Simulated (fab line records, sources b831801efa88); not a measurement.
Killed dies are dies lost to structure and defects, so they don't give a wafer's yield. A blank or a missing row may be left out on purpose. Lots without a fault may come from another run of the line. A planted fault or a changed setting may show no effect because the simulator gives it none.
Which tool did it? | flow gf180mcu | 14 lots, 39 wafers sampled, at 2 steps of a route of 602

WHAT THE GAUGES READ, wafer by wafer
GF_VT_IMPLANT_RS_MEAS_48: measures by four-point-probe. Usual: LVPWELL_RS 1197 ohm/sq, standard deviation 3.1.
lot  | measured     | on            | LVPWELL_RS (ohm/sq) | flag
L915 | day 7 13:43  | film_metro-01 | 1197 1195 1195      |
L916 | day 7 20:05  | film_metro-01 | 1202 1201 1205      |
L918 | day 8 08:48  | film_metro-03 | 1200 1198 1202      |
L920 | day 8 22:55  | film_metro-03 | 1198 1203 1197      |
L921 | day 9 05:26  | film_metro-02 | 1198 1196 1195      |
L923 | day 9 18:29  | film_metro-01 | 1193 1200 1199      |
L924 | day 10 05:48 | film_metro-01 | 1199 1196 1195      |
L926 | day 10 15:41 | film_metro-03 | 1196 1199           |
L927 | day 10 22:47 | film_metro-02 | 1198 1197           |
L930 | day 11 19:21 | film_metro-03 | 1198 1198           |
L933 | day 12 13:52 | film_metro-03 | 1199 1202 1200      |
L934 | day 12 22:16 | film_metro-03 | 1191 1193 1191      |
L935 | day 13 04:04 | film_metro-02 | 1193 1198 1193      |
L938 | day 14 03:34 | film_metro-01 | 1195 1198 1196      |

WHICH TOOL RAN EACH LOT (tool, then ch and the chambers of the sampled wafers, then the start)
lot  | GF_VT_IMPLANT_STRIP_09
L915 | plasma_asher-01 ch 0,1, day 5 15:49
L916 | plasma_asher-03 ch 1, day 5 22:49
L918 | plasma_asher-03 ch 1, day 6 09:07
L920 | plasma_asher-03 ch 0,1, day 6 22:37
L921 | plasma_asher-04 ch 0,1, day 7 04:09
L923 | plasma_asher-04 ch 0,1, day 7 15:49
L924 | plasma_asher-03 ch 0,1, day 8 01:49
L926 | plasma_asher-03 ch 0,1, day 8 10:57
L927 | plasma_asher-04 ch 0,1, day 8 17:01
L930 | plasma_asher-01 ch 0,1, day 9 12:07
L933 | plasma_asher-01 ch 0,1, day 10 05:01
L934 | plasma_asher-01 ch 0,1, day 10 13:04
L935 | plasma_asher-01 ch 0,1, day 10 17:22
L938 | plasma_asher-03 ch 0,1, day 11 14:55
- GF_VT_IMPLANT_STRIP_09: strips in O2/N2.

WHAT THE TOOLS THEMSELVES READ (means of the sampled wafers that have a number; where no wafer has one, the mark that the record gives instead)
GF_VT_IMPLANT_STRIP_09. Usual: drypump_motor_current_A 5.6 A, standard deviation 0.41; heater_power_w 379 W, standard deviation 40; oes_product_au 0.716 a.u., standard deviation 0.0048; strip_time_to_endpoint_s 12.63 s, standard deviation 0.04.
lot  | tool            | drypump_motor_current_A (A) | heater_power_w (W) | oes_product_au (a.u.) | strip_time_to_endpoint_s (s) | flag
L915 | plasma_asher-01 | 6.0                         | 356                | 0.716                 | 12.61                        |
L916 | plasma_asher-03 | 5.1                         | 439                | 0.713                 | 12.61                        |
L918 | plasma_asher-03 | 5.1                         | 441                | 0.716                 | 12.62                        |
L920 | plasma_asher-03 | 5.5                         | 403                | 0.711                 | 12.67                        |
L921 | plasma_asher-04 | 5.5                         | 335                | 0.714                 | 12.67                        |
L923 | plasma_asher-04 | 5.5                         | 335                | 0.711                 | 12.67                        |
L924 | plasma_asher-03 | 5.3                         | 420                | 0.712                 | 12.58                        |
L926 | plasma_asher-03 | 5.3                         | 407                | 0.718                 | 12.59                        |
L927 | plasma_asher-04 | 5.4                         | 342                | 0.717                 | 12.66                        |
L930 | plasma_asher-01 | 6.1                         | 355                | 0.720                 | 12.59                        |
L933 | plasma_asher-01 | 6.1                         | 354                | 0.714                 | 12.60                        |
L934 | plasma_asher-01 | 6.0                         | 358                | 0.719                 | 12.62                        |
L935 | plasma_asher-01 | 6.1                         | 344                | 0.712                 | 12.67                        |
L938 | plasma_asher-03 | 5.5                         | 401                | 0.717                 | 12.62                        |

THE ANSWER, worked out from the rows above alone
Rule: a lot is off if the mean of its wafers that have a number lies more than 3 standard deviations from the usual mean. A lot without any number at a reading at which 4 lots or more have one is off too. The other lots that the step has rows for count as sound. The gauges are gone through in route order, then the tools' own readings, and for those a lot's mean is taken as printed above. The first step at which some lot is off is used, and at that step the reading that is off furthest; a lot without a number counts as furthest.
No lot is off at any reading shown: from this, nothing can be told.

WHAT THE SIMULATOR HAD PUT IN
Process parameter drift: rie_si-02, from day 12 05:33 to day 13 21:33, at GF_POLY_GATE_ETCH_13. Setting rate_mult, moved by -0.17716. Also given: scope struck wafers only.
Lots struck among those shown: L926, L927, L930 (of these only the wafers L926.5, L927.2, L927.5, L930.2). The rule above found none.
